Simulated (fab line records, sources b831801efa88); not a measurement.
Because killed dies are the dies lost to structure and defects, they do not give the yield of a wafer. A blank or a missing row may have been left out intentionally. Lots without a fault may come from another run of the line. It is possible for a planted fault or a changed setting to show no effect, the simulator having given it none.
What tool caused it? + flow gf180mcu + Sampling: 12 lots, 36 wafers, 4 of 602 route steps

## WHAT THE GAUGES SHOWED, per wafer
GF_V5_OVL_MEAS_15.
| lot  | measured     | on         | V5_OVL (nm) |
|------|--------------|------------|-------------|
| L075 | day 27 07:44 | overlay-02 | -5 -9 -10   |
| L077 | day 28 12:23 | overlay-02 | 0 -2 -4     |
| L079 | day 28 22:49 | overlay-02 | -7 -6 0     |
| L081 | day 29 13:16 | overlay-01 | 6 -3 -3     |
| L083 | day 29 20:34 | overlay-01 | -3 -9 -6    |
| L085 | day 30 19:14 | overlay-01 | -6 -13 -10  |
| L087 | day 31 03:50 | overlay-01 | -2 -4 4     |
| L089 | day 31 17:37 | overlay-02 | 2 -3 -6     |
| L091 | day 32 02:44 | overlay-01 | -15 -3 -12  |
| L093 | day 32 12:10 | overlay-01 | -2 -4 -3    |
| L095 | day 33 02:07 | overlay-01 | -3 -6 -2    |
| L097 | day 33 12:23 | overlay-01 | -6 -4 3     |

## EACH LOT AND THE TOOL THAT RAN IT (in order: tool; ch and the chambers of the sampled wafers; start)
| lot  | GF_M2_SPUTTER_02             | GF_MIM_SPUTTER_03            | GF_M5_STRIP_11                       |
|------|------------------------------|------------------------------|--------------------------------------|
| L075 | pvd-sputter-02, day 18 08:33 | pvd-sputter-02, day 24 15:01 | plasma-asher-01 ch 0,1, day 26 10:16 |
| L077 | pvd-sputter-03, day 19 18:28 | pvd-sputter-04, day 25 21:01 | plasma-asher-03 ch 0,1, day 27 15:34 |
| L079 | pvd-sputter-02, day 20 09:04 | pvd-sputter-02, day 26 08:59 | plasma-asher-01 ch 0, day 28 02:08   |
| L081 | pvd-sputter-03, day 21 00:38 | pvd-sputter-03, day 27 00:16 | plasma-asher-04 ch 1, day 28 16:41   |
| L083 | pvd-sputter-01, day 21 13:13 | pvd-sputter-04, day 27 08:13 | plasma-asher-03 ch 0,1, day 29 00:29 |
| L085 | pvd-sputter-03, day 22 17:14 | pvd-sputter-03, day 28 08:37 | plasma-asher-01 ch 0,1, day 29 23:34 |
| L087 | pvd-sputter-02, day 23 03:02 | pvd-sputter-02, day 28 17:47 | plasma-asher-03 ch 0,1, day 30 08:37 |
| L089 | pvd-sputter-03, day 23 18:50 | pvd-sputter-04, day 29 08:52 | plasma-asher-04 ch 0,1, day 30 22:32 |
| L091 | pvd-sputter-02, day 24 08:16 | pvd-sputter-02, day 29 18:26 | plasma-asher-04 ch 0,1, day 31 08:10 |
| L093 | pvd-sputter-01, day 24 22:01 | pvd-sputter-04, day 30 07:28 | plasma-asher-04 ch 0,1, day 31 18:29 |
| L095 | pvd-sputter-03, day 25 17:13 | pvd-sputter-02, day 30 22:00 | plasma-asher-03 ch 0,1, day 32 08:38 |
| L097 | pvd-sputter-01, day 26 01:56 | pvd-sputter-04, day 31 07:59 | plasma-asher-04 ch 0,1, day 32 18:59 |
- GF_M2_SPUTTER_02: material AlCu, target thk 450 nm, time 23.9 s.
- GF_MIM_SPUTTER_03: material Ti, target thk 10 nm, time 6.7 s.
- GF_M5_STRIP_11: strips in O2/N2.

## THE ANSWER, worked out from the rows above alone
Rule: usual is defined by the lots themselves. The widest of any qualifying gaps counts: lots, ordered by their means at a reading, are off when they make up no more than a third of the lots, leave a main group of 4 or more, and stand apart from it by 3 or more times the standard deviation of that group's means. Not used: any main group whose means are identical at the precision the tables above print for the reading. A lot without any number at a reading at which 4 lots or more have one is off too. Any other lot the step has rows for is counted as sound.
No lot is off on any of the readings shown, so nothing can be concluded from this.

## WHAT HAD BEEN PUT IN BY THE SIMULATOR
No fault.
